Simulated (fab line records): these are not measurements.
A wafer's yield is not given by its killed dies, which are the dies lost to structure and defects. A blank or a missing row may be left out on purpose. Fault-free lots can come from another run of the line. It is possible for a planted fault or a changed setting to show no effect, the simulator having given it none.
fab line records ; flow sky130
record lots=12; wafers=36; last_day=50
route steps=708 shown METAL3@565 VIA3@586 VIA4@641 PAD_OPEN@708
lots untouched by any fault: they come from a run of this same line in which no faults occurred
start_h: start of the lot's first displayed wafer, in hours after the record's first day ; wait_h: how many hours have passed since the lot's step before this one ; " identical to the entry in the row above ; L1.1+2: a row that stands for several wafers ; - value missing, or start not given ; * or withheld: withheld ; < > ~ a bound
route shown NAME@n: NAME is a module with steps in the file, n the number in the route of the first one ; usual: the fault-free wafers' mean and standard deviation ; same: alike in all rows ; chamber/n: place in a boat ; sites: the reading at each site ; _std_site: their standard deviation ; _edge_site: the outer-site mean with the inner-site mean subtracted ; radius_mm: for every site, how far away it sits from the centre of the wafer ; mask NAME#n: copy n ; behind: the last tool/chamber to shape the wafer ; hold: the reason the lot was held/the length of the hold in hours/how it ended ; device: whichever transistor did not switch (one of n, p or np) ; end of line: at the end of the route, the tests of the same wafers ; a step without rows: its recipe alone ; killed: the dies lost at the first sort to structure and to defects; this is not the yield of the wafer ; map: shows each die of a wafer: x if killed, . if not, _ if none is there
set.NAME: the setting as run; set.NAME@STEP: as run at that earlier step ; model.NAME: the simulator's own value behind a step, which no gauge read
steps of the route over a sample of lots; a table a step, a row a wafer
services: when a tool's chamber went out of use (start_h, in hours from the record's first day, below 0 if earlier), for how many hours, and the reason
## steps
# step SKY_METAL3_DESCUM_15
# recipe chemistry=O2; source_power_w=150; bias_power_w=0; pressure_mtorr=10; temp_c=40; time_s=8
# usual drypump_motor_current_A=5.6/0.63; oes_product_au=0.999/0.0082
lot.wafer;tool;chamber;start_h;wait_h;drypump_motor_current_A;oes_product_au;rf_hours_counter_h
L419.1;rie_metal-03;1;917.53;0.0;5.9;1.005;17
L419.3;rie_metal-03;0;917.53;0.0;6.5;0.986;-
L419.5;rie_metal-03;0;917.53;0.0;6.4;0.995;-
L420.1;rie_metal-01;0;917.88;0.0;4.9;1.000;9
L420.3;rie_metal-01;0;917.88;0.0;4.8;0.991;-
L420.5;rie_metal-01;0;917.88;0.0;4.8;0.985;-
L421.2;rie_metal-03;1;940.18;0.0;5.9;0.995;0
L421.4;rie_metal-03;0;940.18;0.0;6.4;0.992;-
L421.5;rie_metal-03;0;940.18;0.0;6.4;0.995;-
L422.1;rie_metal-03;0;941.53;0.0;6.4;0.991;15
L422.4;rie_metal-03;0;941.53;0.0;6.4;0.990;-
L422.6;rie_metal-03;1;941.53;0.0;5.9;1.006;-
L423.2;rie_metal-03;0;945.83;0.0;6.5;1.007;16
L423.3;rie_metal-03;1;945.83;0.0;5.9;1.015;-
L423.4;rie_metal-03;0;945.83;0.0;6.5;0.992;-
L424.2;rie_metal-01;0;950.40;0.0;4.9;0.998;-
L424.3;rie_metal-01;0;950.40;0.0;4.9;1.007;-
L424.5;rie_metal-01;0;950.40;0.0;4.9;0.996;-
L427.2;rie_metal-02;1;957.88;0.0;5.9;1.004;16
L427.3;rie_metal-02;1;957.88;0.0;5.9;1.000;-
L427.4;rie_metal-02;0;957.88;0.0;4.8;1.001;-
L432.1;rie_metal-02;1;989.68;0.0;6.0;1.006;18
L432.2;rie_metal-02;0;989.68;0.0;4.8;0.996;5
L432.4;rie_metal-02;0;989.68;0.0;4.8;0.998;-
L434.1;rie_metal-02;1;1024.56;0.0;5.9;1.001;20
L434.2;rie_metal-02;0;1024.56;0.0;4.8;0.998;7
L434.4;rie_metal-02;1;1024.56;0.0;5.9;1.008;-
L436.3;rie_metal-01;1;1024.81;0.0;5.1;0.989;-
L436.5;rie_metal-01;1;1024.81;0.0;5.0;0.986;-
L436.6;rie_metal-01;0;1024.81;0.0;4.9;0.992;-
L438.2;rie_metal-03;1;1033.83;0.0;5.9;1.009;5
L438.4;rie_metal-03;1;1033.83;0.0;5.9;1.007;-
L438.6;rie_metal-03;0;1033.83;0.0;6.4;0.995;-
L442.2;rie_metal-03;1;1056.79;0.0;5.9;1.002;-
L442.5;rie_metal-03;1;1056.79;0.0;5.9;1.010;-
L442.6;rie_metal-03;1;1056.79;0.0;5.9;1.010;-
# step SKY_METAL3_STRIP_19
# recipe chemistry=O2/N2; power_w=1400; pressure_mtorr=1500; platen_temp_c=withheld; o2_flow_sccm=3000; n2_flow_sccm=300; overash_fraction=0.5
# usual drypump_motor_current_A=5.78/0.18; oes_product_au=0.503/0.0055; strip_time_to_endpoint_s=6.55/0.077
lot.wafer;tool;chamber;start_h;wait_h;drypump_motor_current_A;oes_product_au;rf_hours_counter_h;strip_time_to_endpoint_s
L419.1;plasma_asher-03;0;917.85;0.1;5.62;0.512;47;6.48
L419.3;plasma_asher-03;1;917.85;0.1;5.74;0.506;-;6.59
L419.5;plasma_asher-03;1;917.85;0.1;5.74;0.506;-;6.54
L420.1;plasma_asher-04;1;918.33;0.1;6.13;0.508;17;6.59
L420.3;plasma_asher-04;1;918.33;0.1;6.12;0.506;-;6.53
L420.5;plasma_asher-04;0;918.33;0.1;5.80;0.492;-;6.50
L421.2;plasma_asher-03;1;940.51;0.1;5.75;0.500;50;6.56
L421.4;plasma_asher-03;0;940.51;0.1;5.61;0.503;-;6.59
L421.5;plasma_asher-03;1;940.51;0.1;5.75;0.515;-;6.60
L422.1;plasma_asher-02;0;941.86;0.1;5.57;0.502;78;6.62
L422.4;plasma_asher-02;1;941.86;0.1;5.89;0.509;-;6.61
L422.6;plasma_asher-02;1;941.86;0.1;5.86;0.501;-;6.56
L423.2;plasma_asher-03;0;946.16;0.1;5.62;0.498;50;6.55
L423.3;plasma_asher-03;0;946.16;0.1;5.64;0.504;-;6.52
L423.4;plasma_asher-03;1;946.16;0.1;5.75;0.495;-;6.55
L424.2;plasma_asher-02;0;950.85;0.1;5.57;0.504;79;6.65
L424.3;plasma_asher-02;1;950.85;0.1;5.83;0.501;-;6.59
L424.5;plasma_asher-02;1;950.85;0.1;5.85;0.503;-;6.57
L427.2;plasma_asher-04;0;958.21;0.1;5.83;0.503;22;6.64
L427.3;plasma_asher-04;1;958.21;0.1;6.15;0.508;-;6.64
L427.4;plasma_asher-04;0;958.21;0.1;5.83;0.502;-;6.61
L432.1;plasma_asher-04;0;990.01;0.1;5.83;0.493;25;6.48
L432.2;plasma_asher-04;1;990.01;0.1;6.14;0.508;25;6.55
L432.4;plasma_asher-04;0;990.01;0.1;5.81;0.500;-;6.54
L434.1;plasma_asher-02;0;1024.89;0.1;5.57;0.511;85;6.56
L434.2;plasma_asher-02;1;1024.89;0.1;5.89;0.499;85;6.50
L434.4;plasma_asher-02;0;1024.89;0.1;5.58;0.506;-;6.60
L436.3;plasma_asher-03;0;1025.16;0.1;5.61;0.504;-;6.54
L436.5;plasma_asher-03;0;1025.16;0.1;5.63;0.503;-;6.55
L436.6;plasma_asher-03;1;1025.16;0.1;5.75;0.499;-;6.59
L438.2;plasma_asher-04;0;1034.15;0.1;5.82;0.497;30;6.52
L438.4;plasma_asher-04;1;1034.15;0.1;6.16;0.504;-;6.48
L438.6;plasma_asher-04;0;1034.15;0.1;5.82;0.501;-;6.56
L442.2;plasma_asher-03;1;1057.23;0.1;5.75;0.496;62;6.55
L442.5;plasma_asher-03;0;1057.23;0.1;5.63;0.502;-;6.55
L442.6;plasma_asher-03;1;1057.23;0.1;5.74;0.506;-;6.56
# step SKY_VIA3_OVL_MEAS_13
# usual VIA3_OVL=1/5.4
lot.wafer;tool;chamber;start_h;wait_h;VIA3_OVL[nm]
L419.1;overlay-01;-;943.59;0.1;7
L419.3;overlay-01;-;943.59;0.1;13
L419.5;overlay-01;-;943.59;0.1;9
L420.1;overlay-01;-;944.20;0.1;-1
L420.3;overlay-01;-;944.20;0.1;-10
L420.5;overlay-01;-;944.20;0.1;-4
L421.2;overlay-02;-;965.70;0.1;4
L421.4;overlay-02;-;965.70;0.1;-4
L421.5;overlay-02;-;965.70;0.1;0
L422.1;overlay-01;-;967.54;0.1;-3
L422.4;overlay-01;-;967.54;0.1;6
L422.6;overlay-01;-;967.54;0.1;4
L423.2;overlay-01;-;971.20;0.1;4
L423.3;overlay-01;-;971.20;0.1;7
L423.4;overlay-01;-;971.20;0.1;4
L424.2;overlay-01;-;975.70;0.1;-3
L424.3;overlay-01;-;975.70;0.1;8
L424.5;overlay-01;-;975.70;0.1;6
L427.2;overlay-01;-;983.44;0.1;2
L427.3;overlay-01;-;983.44;0.1;-7
L427.4;overlay-01;-;983.44;0.1;-2
L432.1;overlay-01;-;1014.35;0.1;5
L432.2;overlay-01;-;1014.35;0.1;1
L432.4;overlay-01;-;1014.35;0.1;9
L434.1;overlay-01;-;1048.45;0.1;-5
L434.2;overlay-01;-;1048.45;0.1;-11
L434.4;overlay-01;-;1048.45;0.1;-3
L436.3;overlay-02;-;1049.20;0.1;4
L436.5;overlay-02;-;1049.20;0.1;6
L436.6;overlay-02;-;1049.20;0.1;7
L438.2;overlay-01;-;1057.54;0.1;-7
L438.4;overlay-01;-;1057.54;0.1;0
L438.6;overlay-01;-;1057.54;0.1;-3
L442.2;overlay-01;-;1079.50;0.1;6
L442.5;overlay-01;-;1079.50;0.1;2
L442.6;overlay-01;-;1079.50;0.1;1
# step SKY_VIA4_CMP_02
# recipe material=SiO2; down_force_psi=4; platen_rpm=60; pad_velocity_m_s=0.94248
# usual motor_current_A=12.2/1
lot.wafer;tool;chamber;start_h;wait_h;motor_current_A
L419.3;cmp-01;1;995.44;0.3;13.6
L419.1;cmp-01;3;995.44;0.3;12.4
L419.5;cmp-01;1;995.44;0.3;14.0
L420.3;cmp-01;1;996.60;0.4;15.4
L420.1;cmp-01;3;996.60;0.4;12.5
L420.5;cmp-01;1;996.60;0.4;13.7
L421.2;cmp-01;3;1014.94;0.1;12.1
L421.4;cmp-01;0;1014.94;0.1;11.3
L421.5;cmp-01;2;1014.94;0.1;11.7
L422.1;cmp-01;3;1016.30;0.1;12.6
L422.4;cmp-01;1;1016.30;0.1;13.3
L422.6;cmp-01;2;1016.30;0.1;12.3
L423.3;cmp-01;2;1021.60;0.1;11.2
L423.4;cmp-01;3;1021.60;0.1;12.1
L423.2;cmp-01;0;1021.60;0.1;11.3
L424.3;cmp-01;2;1025.57;0.1;11.8
L424.2;cmp-01;0;1025.57;0.1;11.5
L424.5;cmp-01;3;1025.57;0.1;11.7
L427.3;cmp-01;3;1033.08;0.0;12.4
L427.2;cmp-01;1;1033.08;0.0;14.0
L427.4;cmp-01;2;1033.08;0.0;12.2
L432.1;cmp-02;0;1062.14;0.1;12.7
L432.2;cmp-02;1;1062.14;0.1;12.7
L432.4;cmp-02;2;1062.14;0.1;10.7
L434.4;cmp-02;3;1094.74;0.0;11.6
L434.1;cmp-02;1;1094.74;0.0;12.8
L434.2;cmp-02;2;1094.74;0.0;11.4
L436.3;cmp-01;0;1095.77;0.1;11.7
L436.6;cmp-01;2;1095.77;0.1;11.5
L436.5;cmp-01;3;1095.77;0.1;12.3
L438.2;cmp-01;0;1104.50;0.1;10.9
L438.4;cmp-01;2;1104.50;0.1;11.8
L438.6;cmp-01;0;1104.50;0.1;11.3
L442.2;cmp-01;0;1125.10;0.2;11.2
L442.6;cmp-01;1;1125.10;0.2;13.7
L442.5;cmp-01;2;1125.10;0.2;12.1
# step SKY_PAD_OPEN_PROBE_99
# usual defect_limited_yield=82.3/1.9; killed_at_M0_to_M3=44/7.3; killed_at_M4_up=3.4/1.7; killed_at_contacts=24/5.3; killed_at_front_end=15/4.1; killed_at_other=0.4/0.68; killed_dies=87/9.5; killed_on_rim=17/3.8; killed_open=48/7.1; killed_short=39/5.8; sort_bin_3_pad_short=0.8/0.39; sort_bin_5_function=10.4/1.4; sort_bin_6_memory=6.5/1.1; sort_n_pass=405/9.5; sort_yield_pct=82.3/1.9
# same gross_dies=492; killed_at_back_side=0; sort_bin_4_leakage[%]=0; sort_bin_8_speed[%]=0
lot.wafer;tool;chamber;start_h;wait_h;defect_limited_yield[%];killed_at_M0_to_M3;killed_at_M4_up;killed_at_contacts;killed_at_front_end;killed_at_other;killed_dies;killed_on_rim;killed_open;killed_short;sort_bin_3_pad_short[%];sort_bin_5_function[%];sort_bin_6_memory[%];sort_n_pass;sort_yield_pct[%]
L421.2;prober-02;-;1105.06;0.1;84.6;37;2;24;13;0;76;13;40;36;0.8;8.9;5.7;416;84.6
L421.4;prober-02;-;1105.16;0.2;80.3;55;5;17;20;0;97;23;55;40;0.6;12.4;6.7;395;80.3
L421.5;prober-02;-;1105.21;0.2;84.3;46;4;11;16;0;77;19;38;38;1.4;9.6;4.7;415;84.3
L422.1;prober-01;-;1107.30;0.1;80.3;42;4;30;19;2;97;16;47;49;0.6;13.2;5.9;395;80.3
L422.4;prober-01;-;1107.45;0.2;80.7;51;3;23;17;1;95;16;52;43;0.6;12.0;6.7;397;80.7
L422.6;prober-01;-;1107.55;0.2;83.1;45;4;20;13;1;83;23;43;39;0.2;10.0;6.7;409;83.1
L427.2;prober-02;-;1122.45;0.1;82.7;36;4;24;21;0;85;14;45;40;0.4;9.6;7.3;407;82.7
L427.3;prober-02;-;1122.50;0.2;82.3;47;1;29;10;0;87;17;52;35;0.6;10.8;6.3;405;82.3
L427.4;prober-02;-;1122.55;0.2;83.9;39;6;22;11;1;79;18;40;39;1.0;8.9;6.1;413;83.9
L432.1;prober-01;-;1147.59;0.1;50.8;33;178;21;10;0;242;44;37;29;2.0;30.7;16.5;250;50.8
L432.2;prober-01;-;1147.64;0.1;53.9;27;166;23;11;0;227;45;31;36;3.3;28.7;14.2;265;53.9
L432.4;prober-01;-;1147.74;0.2;56.9;37;140;19;16;0;212;37;38;37;2.4;25.2;15.4;280;56.9
L434.1;prober-01;-;1175.14;0.1;51.4;37;166;22;14;0;239;42;44;32;4.7;28.9;15.0;253;51.4
L434.2;prober-01;-;1175.19;0.1;52.0;33;171;22;10;0;236;42;40;26;2.4;29.1;16.5;256;52.0
L434.4;prober-01;-;1175.29;0.2;49.0;43;174;21;13;0;251;47;46;33;2.8;32.5;15.7;241;49.0
L436.3;prober-02;-;1175.94;0.2;82.7;37;5;23;20;0;85;14;42;42;1.4;9.6;6.3;407;82.7
L436.5;prober-02;-;1176.04;0.2;81.1;47;6;28;10;2;93;27;47;46;0.6;11.6;6.7;399;81.1
L436.6;prober-02;-;1176.09;0.2;84.1;43;3;18;13;1;78;12;44;34;0.6;10.0;5.3;414;84.1
L438.2;prober-01;-;1182.70;0.1;81.7;49;5;21;15;0;90;19;50;39;0.8;11.2;6.3;402;81.7
L438.4;prober-01;-;1182.80;0.2;82.5;42;6;25;13;0;86;23;43;43;0.4;11.4;5.7;406;82.5
L438.6;prober-01;-;1182.90;0.2;83.1;41;1;27;13;1;83;20;50;32;1.2;8.9;6.7;409;83.1
# killed by level:class
L421.2 CONTACT:geometric_particle:open=13 VIA1:geometric_particle:open=10 VIA2:geometric_particle:open=6 POLY_GATE:geometric_particle:short=5 LOCAL_INTERCONNECT:geometric_particle:short=5 VIA3:geometric_particle:open=5 CONTACT:geometric_particle:short=4 VIA1:geometric_particle:short=4
L421.4 VIA1:geometric_particle:open=19 VIA3:geometric_particle:open=9 FIELD_ISO:geometric_particle:short=7 CONTACT:geometric_particle:open=7 METAL2:geometric_particle:short=6 VIA2:geometric_particle:open=6 CONTACT:geometric_particle:short=5 LI_CONTACT:geometric_particle:open=4
L421.5 VIA1:geometric_particle:open=11 METAL3:geometric_particle:short=9 VIA1:geometric_particle:short=6 LI_CONTACT:geometric_particle:open=5 VIA2:geometric_particle:open=5 POLY_GATE:geometric_particle:open=4 POLY_GATE:geometric_particle:short=4 METAL2:geometric_particle:short=4
L422.1 CONTACT:geometric_particle:open=9 VIA1:geometric_particle:open=9 LI_CONTACT:geometric_particle:open=7 VIA2:geometric_particle:open=7 FIELD_ISO:geometric_particle:short=6 POLY_GATE:geometric_particle:open=6 METAL1:geometric_particle:short=6 LOCAL_INTERCONNECT:geometric_particle:short=6
L422.4 VIA1:geometric_particle:open=10 VIA2:geometric_particle:open=10 CONTACT:geometric_particle:open=9 FIELD_ISO:geometric_particle:short=6 VIA2:geometric_particle:short=6 METAL1:geometric_particle:short=6 VIA3:geometric_particle:open=6 FIELD_ISO:geometric_particle:open=4
L422.6 VIA1:geometric_particle:open=9 CONTACT:geometric_particle:open=8 METAL1:geometric_particle:short=7 METAL2:geometric_particle:short=6 LI_CONTACT:geometric_particle:open=5 LOCAL_INTERCONNECT:geometric_particle:short=5 METAL1:geometric_particle:open=5 VIA3:geometric_particle:open=5
L427.2 FIELD_ISO:geometric_particle:short=8 CONTACT:geometric_particle:open=8 METAL2:geometric_particle:short=6 VIA3:geometric_particle:open=6 VIA1:geometric_particle:open=6 POLY_GATE:geometric_particle:open=5 LOCAL_INTERCONNECT:geometric_particle:short=5 POLY_GATE:geometric_particle:short=4
L427.3 VIA3:geometric_particle:open=11 LI_CONTACT:geometric_particle:open=10 CONTACT:geometric_particle:open=9 VIA1:geometric_particle:open=7 METAL2:geometric_particle:short=5 CONTACT:geometric_particle:short=5 VIA2:geometric_particle:open=5 FIELD_ISO:geometric_particle:open=4
L427.4 CONTACT:geometric_particle:open=9 VIA1:geometric_particle:open=8 VIA2:geometric_particle:open=7 VIA3:geometric_particle:open=7 METAL4:geometric_particle:short=6 CONTACT:geometric_particle:short=6 LOCAL_INTERCONNECT:geometric_particle:short=4 METAL1:geometric_particle:short=4
L432.1 VIA4:unspecified=176 LI_CONTACT:geometric_particle:open=7 VIA3:geometric_particle:open=7 LI_CONTACT:geometric_particle:short=5 CONTACT:geometric_particle:open=5 METAL1:geometric_particle:short=5 VIA1:geometric_particle:open=4 VIA3:geometric_particle:short=4
L432.2 VIA4:unspecified=160 LI_CONTACT:geometric_particle:short=6 CONTACT:geometric_particle:open=6 METAL4:geometric_particle:short=6 LI_CONTACT:geometric_particle:open=5 METAL1:geometric_particle:short=5 VIA1:geometric_particle:open=5 FIELD_ISO:geometric_particle:short=4
L432.4 VIA4:unspecified=137 VIA2:geometric_particle:open=10 VIA1:geometric_particle:open=8 FIELD_ISO:geometric_particle:short=6 METAL1:geometric_particle:short=5 LI_CONTACT:geometric_particle:open=5 CONTACT:geometric_particle:open=5 CONTACT:geometric_particle:short=5
L434.1 VIA4:unspecified=161 CONTACT:geometric_particle:open=10 LI_CONTACT:geometric_particle:open=8 METAL1:geometric_particle:short=7 VIA3:geometric_particle:open=7 VIA2:geometric_particle:open=6 VIA1:geometric_particle:open=6 POLY_GATE:geometric_particle:short=4
L434.2 VIA4:unspecified=169 CONTACT:geometric_particle:open=8 VIA1:geometric_particle:open=7 LI_CONTACT:geometric_particle:open=5 METAL1:geometric_particle:open=4 METAL1:geometric_particle:short=4 LOCAL_INTERCONNECT:geometric_particle:short=3 POLY_GATE:geometric_particle:open=3
L434.4 VIA4:unspecified=172 VIA1:geometric_particle:open=12 VIA2:geometric_particle:open=10 LI_CONTACT:geometric_particle:open=6 CONTACT:geometric_particle:open=5 VIA1:geometric_particle:short=5 POLY_GATE:geometric_particle:open=4 LI_CONTACT:geometric_particle:short=4
L436.3 VIA1:geometric_particle:open=11 LI_CONTACT:geometric_particle:open=8 VIA2:geometric_particle:open=6 CONTACT:geometric_particle:open=5 METAL2:geometric_particle:short=5 FIELD_ISO:geometric_particle:short=4 POLY_GATE:geometric_particle:open=4 POLY_GATE:geometric_particle:short=4
L436.5 CONTACT:geometric_particle:open=10 VIA1:geometric_particle:open=9 METAL2:geometric_particle:short=9 LI_CONTACT:geometric_particle:open=8 VIA1:geometric_particle:short=8 FIELD_ISO:geometric_particle:open=6 CONTACT:geometric_particle:short=6 METAL4:geometric_particle:short=6
L436.6 VIA1:geometric_particle:open=9 METAL1:geometric_particle:short=6 VIA2:geometric_particle:open=6 VIA3:geometric_particle:open=6 LI_CONTACT:geometric_particle:open=5 CONTACT:geometric_particle:short=5 METAL2:geometric_particle:short=5 POLY_GATE:geometric_particle:short=4
L438.2 VIA1:geometric_particle:open=12 VIA3:geometric_particle:open=8 CONTACT:geometric_particle:open=7 METAL1:geometric_particle:short=7 LOCAL_INTERCONNECT:geometric_particle:short=6 FIELD_ISO:geometric_particle:open=5 VIA2:geometric_particle:open=5 LI_CONTACT:geometric_particle:open=5
L438.4 VIA1:geometric_particle:open=13 VIA1:geometric_particle:short=9 CONTACT:geometric_particle:open=7 FIELD_ISO:geometric_particle:open=6 LI_CONTACT:geometric_particle:open=6 METAL2:geometric_particle:short=5 CONTACT:geometric_particle:short=5 METAL4:geometric_particle:short=5
L438.6 VIA1:geometric_particle:open=14 CONTACT:geometric_particle:open=10 METAL2:geometric_particle:short=7 LI_CONTACT:geometric_particle:open=7 CONTACT:geometric_particle:short=5 VIA3:geometric_particle:open=5 FIELD_ISO:geometric_particle:open=4 LI_CONTACT:geometric_particle:short=4
## services
tool;chamber;start_h;hours;kind
cmp-01;-;912.00;4.0;pm
cmp-02;-;917.92;3.2;repair
rie_metal-03;-;921.76;2.8;pm
rie_metal-02;-;940.59;1.0;repair
rie_metal-02;1;947.69;1.9;repair
rie_metal-02;-;949.61;2.4;repair
rie_metal-02;-;950.11;0.3;repair
cmp-01;-;956.21;36.2;repair
plasma_asher-04;-;969.85;1.0;repair
plasma_asher-02;-;990.99;6.4;repair
cmp-02;-;992.59;8.3;pm
cmp-01;-;1000.93;4.5;pm
rie_metal-02;-;1015.85;0.8;repair
plasma_asher-04;-;1026.20;0.4;repair
plasma_asher-04;-;1049.22;11.5;repair
cmp-01;-;1051.51;0.8;repair
plasma_asher-03;-;1059.12;0.8;repair
rie_metal-01;-;1070.59;0.5;repair
cmp-02;-;1078.45;4.0;pm
rie_metal-02;-;1086.83;14.6;pm
plasma_asher-03;-;1099.71;2.8;pm
rie_metal-02;0;1105.20;2.5;repair
cmp-01;-;1106.02;1.0;repair
cmp-01;-;1119.52;0.5;repair
## key
first_sign step=SKY_PAD_OPEN_PROBE_99; reading=killed_at_M4_up; direction=up; sigmas=96; usual=3.4; struck=165.8
effect step=SKY_PAD_OPEN_PROBE_99; reading=defect_limited_yield; direction=down; sigmas=16; usual=82.3; struck=52.3
met_at SKY_VIA4_CMP_02
struck_lots L432,L434
not_acting_at SKY_METAL3_DESCUM_15,SKY_METAL3_STRIP_19,SKY_VIA3_OVL_MEAS_13
fault kind=chamber_particle_source; tool=cmp-02; chamber=-; onset_h=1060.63; steps=SKY_VIA4_CMP_02; rate_per_visit_cm2=0.85624; end_h=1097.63
